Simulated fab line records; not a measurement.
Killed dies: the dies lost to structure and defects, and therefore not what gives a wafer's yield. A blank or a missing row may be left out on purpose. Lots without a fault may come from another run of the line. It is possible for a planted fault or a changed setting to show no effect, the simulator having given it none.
A struck lot beside a sound one | flow sky130 | 14 out of 708 route steps
Sound: wafers L981.1, L981.4, L981.6. The struck wafers were L980.3, L980.5, L980.6. The cause is given at the end.
Order at every step that has rows: each side's tool, ch and its chambers, its first start. Under that, the readings that differ: sound wafers | struck wafers | difference of the means | sigmas: that difference in standard deviations of wafers without a fault.
alike: readings whose means differ by less than 2 such deviations, and words and numbers that are the same on both sides. not compared: withheld readings, readings that some wafer has no value for, bounds like >300 that may hide the same value, and numbers for which the record gives no deviation and whose values overlap.
A row with sigmas, a row that says differs or no value, or rows on one side alone: a step with any of these is where the two part. Non-overlapping numbers with no deviation appear without sigmas and do not part them. A reading that every wafer of one side lacks parts them only if that side has two wafers or more.

SKY_METAL3_SPUTTER_02: material AlCu, target thk 735 nm, time 39.1 s.
  sound: pvdSputter-01 at day 41 15:02; struck: pvdSputter-02 at day 41 05:35
  alike: throttleValvePct
SKY_METAL3_SPUTTER_03: material Ti, target thk 5 nm, time 3.3 s.
  sound: pvdSputter-01 at day 41 15:05; struck: pvdSputter-02 at day 41 05:37
  alike: throttleValvePct
SKY_METAL3_SPUTTER_04: material TiN, target thk 70 nm, time 58.3 s.
  sound: pvdSputter-01 at day 41 15:05; struck: pvdSputter-02 at day 41 05:38
  alike: throttleValvePct
SKY_CAPM_CVD_00: deposits SiO2, target thk 15.5 nm.
  sound on pecvd-02 ch 1,2, day 41 15:08; struck on pecvd-02 ch 0,1,2, day 41 05:41
  alike: heaterPowerW
SKY_CAPM_THK_MEAS_01:
  sound: filmMetro-01 at day 41 15:10; struck: filmMetro-01 at day 41 05:44
reading              | sound             | struck            | difference | sigmas
CAPM_CVD_00_THK (nm) | 15.08 15.39 15.45 | 15.62 15.82 15.85 | +0.46      | +2
SKY_CAPM_SPUTTER_02: material TiN, target thk 200 nm, time 166.7 s.
  sound: pvdSputter-03 at day 41 15:14; struck: pvdSputter-03 at day 41 05:46
  alike: throttleValvePct
SKY_CAPM_RS_MEAS_03: a four-point-probe measurement.
  sound: filmMetro-01 at day 41 15:20; struck: filmMetro-04 at day 41 05:55
  alike: CAPM_TIN_RS
SKY_CAPM_THK_MEAS_04: measures by xrf.
  sound: filmMetro-01 at day 41 15:27; struck: filmMetro-04 at day 41 06:01
  alike: CAPM_TIN_THK
then, 4 steps without rows for these wafers: SKY_CAPM_DEHYDRATE_05 (time 60 s); SKY_CAPM_HMDS_06 (prime time 60 s); SKY_CAPM_COAT_07 (resist thk 1140 nm); SKY_CAPM_SOFTBAKE_08 (time 60 s).
SKY_CAPM_EXPOSE_09: exposes mask CAPM, target cd 1000 nm.
  struck on ilineStepper-02, day 41 18:57; sound on ilineStepper-01 ch 0, day 42 03:05
  no value came back on the struck wafers for exposureDoseMJCm2, focusOffsetNm (nm); on the sound wafers exposureDoseMJCm2 reads 158.76 159.07 158.79
  alike: mask
then, 1 step without rows for these wafers: SKY_CAPM_PEB_10.

WHERE THEY PART
First at SKY_CAPM_THK_MEAS_01; last, within this record, at SKY_CAPM_EXPOSE_09.

WHY: what the simulator had put in
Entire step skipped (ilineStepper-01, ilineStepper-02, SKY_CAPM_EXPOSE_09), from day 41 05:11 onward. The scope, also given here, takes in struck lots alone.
